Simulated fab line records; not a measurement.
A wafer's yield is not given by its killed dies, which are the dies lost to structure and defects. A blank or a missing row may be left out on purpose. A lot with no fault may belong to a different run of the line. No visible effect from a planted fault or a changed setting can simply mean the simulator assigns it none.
Chamber matching	flow gf180mcu	GF_V4_CMP_04 on cmp-02: 4 sister chambers
The step polishes SiO2. 14 wafers are shown with their chamber, then 7 later ones without.

## EACH WAFER AND ITS CHAMBER
wafer	chamber	motor_current_A (A)	time_to_endpoint_s (s)
L302.1	0	11.0	78
L302.4	3	12.3	84
L302.6	3	11.5	82
L304.1	3	12.2	81
L304.2	0	11.3	81
L304.4	2	9.8	85
L305.4	2	9.7	84
L305.5	0	10.6	95
L305.6	3	11.1	92
L306.1	0	11.2	88
L306.4	1	13.2	79
L306.5	2	9.9	89
L309.1	1	12.5	77
L309.2	2	10.0	75

SIGNATURES (means of the wafers above)
reading	chamber 0	chamber 1	chamber 2	chamber 3	scatter within a chamber
motor_current_A	11.025	12.850	9.850	11.775	0.396
time_to_endpoint_s	85.50	78.00	83.25	84.75	5.95
Rule: for each reading, subtract the chamber's mean from the wafer's reading, divide by that reading's scatter and square the result; add these up over the readings and take the root, which gives the wafer's distance from the chamber. The wafer belongs to the nearest chamber; if the next one is less than 2 further off, it can't be placed. How the scatter is found: for the shown wafers, subtract from each reading the mean of its chamber, square and add these, divide the total by (wafers less chambers), then take the root.

## WAFERS MISSING THEIR CHAMBER
wafer	motor_current_A (A)	time_to_endpoint_s (s)
L309.3	10.6	92
L314.3	11.8	73
L314.5	9.4	79
L314.6	13.2	76
L323.4	13.3	74
L323.5	9.8	79
L323.6	12.3	78

## WHICH CHAMBER EACH ONE RAN IN
wafer	from the rows above	in truth
L309.3	can't be placed: 0 or 2 or 3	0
L314.3	can't be placed: 3 or 1 or 0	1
L314.5	2	2
L314.6	1	1
L323.4	1	1
L323.5	2	2
L323.6	can't be placed: 1 or 3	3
Correctly placed: 4 of 7. From these rows, 3 cannot be placed; in 3 the true chamber is one of the candidates. Wrongly placed: 0.
